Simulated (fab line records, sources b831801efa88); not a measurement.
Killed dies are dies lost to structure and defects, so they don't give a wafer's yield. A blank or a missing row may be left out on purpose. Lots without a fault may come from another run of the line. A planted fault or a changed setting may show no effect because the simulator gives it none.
A struck lot beside a sound one | flow sky130 | 17 steps out of a route of 708
Sound: wafers L327.2, L327.4, L327.6. Struck: wafers L331.1, L331.2, L331.4. The cause comes at the end.
At each step with rows: each side's tool, then ch and its chambers, then its first start. Under that, the readings that differ: sound wafers | struck wafers | difference of the means | sigmas: that difference in standard deviations of wafers without a fault.
alike: readings whose means differ by less than 2 such deviations, and words and numbers that are the same on both sides. not compared: withheld readings, readings that some wafer has no value for, bounds like >300 that may hide the same value, and numbers for which the record gives no deviation and whose values overlap.
The two part at a step that has a row with sigmas, a row that says differs or no value, or rows on one side only. Numbers that don't overlap but have no deviation are shown without sigmas and don't part them. A reading that every wafer of one side lacks parts them only if that side has two wafers or more.

first, 2 steps without rows for these wafers: SKY_NWELL_IMPLANT_12; SKY_NWELL_IMPLANT_13.
SKY_NWELL_STRIP_14: strips in O2/N2.
  sound on plasma_asher-01 ch 0,1, day 5 05:47; struck on plasma_asher-03 ch 0,1, day 6 06:43
  alike: drypump_motor_current_A, oes_product_au, strip_time_to_endpoint_s
  not compared: rf_hours_counter_h
SKY_NWELL_TW_MEAS_15:
  sound on film_metro-04, day 5 05:53; struck on film_metro-04, day 6 06:49
  alike: NWELL_TW
then, 7 steps without rows for these wafers: SKY_NWELL_DEHYDRATE_16 (time 60 s); SKY_NWELL_HMDS_17 (prime time 60 s); SKY_NWELL_COAT_18 (resist thk 3000 nm); SKY_NWELL_SOFTBAKE_19; SKY_NWELL_EXPOSE_20 (exposes mask NWM COMPLEMENT, target cd 840 nm); SKY_NWELL_PEB_21; SKY_NWELL_DEVELOP_22 (develop time 60 s).
SKY_NWELL_OVL_MEAS_23:
  sound on overlay-01, day 6 00:08; struck on overlay-02, day 7 01:14
  alike: NWELL_01_OVL
SKY_NWELL_IMPLANT_24:
  sound on implanter-01 ch 0, day 6 00:11; struck on implanter-02 ch 0, day 7 01:16
  reading                   | sound             | struck            | difference | sigmas
  implant_ion_amu           | 11 11 11          | 49 49 49          | +38        |
  model.implant.drp_nm (nm) | 95.47 95.47 95.47 | 44.43 44.43 44.43 | -51.04     |
  alike: beam_on_s
SKY_NWELL_STRIP_25: strips in O2/N2.
  sound on plasma_asher-01 ch 0,1, day 6 00:19; struck on plasma_asher-01 ch 0,1, day 7 01:25
  alike: drypump_motor_current_A, oes_product_au, strip_time_to_endpoint_s
  not compared: rf_hours_counter_h
SKY_NWELL_TW_MEAS_26:
  sound on film_metro-02, day 6 00:25; struck on film_metro-02, day 7 01:31
  reading    | sound       | struck      | difference | sigmas
  NWELL_2_TW | 502 501 502 | 962 966 965 | +463       | +69
then, 2 steps without rows for these wafers: SKY_NWELL_CLEAN_27 (cleans in SC1/SC2, time 150 s); SKY_PAD_OPEN_PROBE_99.

WHERE THEY PART
Only at SKY_NWELL_TW_MEAS_26, within this record.

WHY: what the simulator had put in
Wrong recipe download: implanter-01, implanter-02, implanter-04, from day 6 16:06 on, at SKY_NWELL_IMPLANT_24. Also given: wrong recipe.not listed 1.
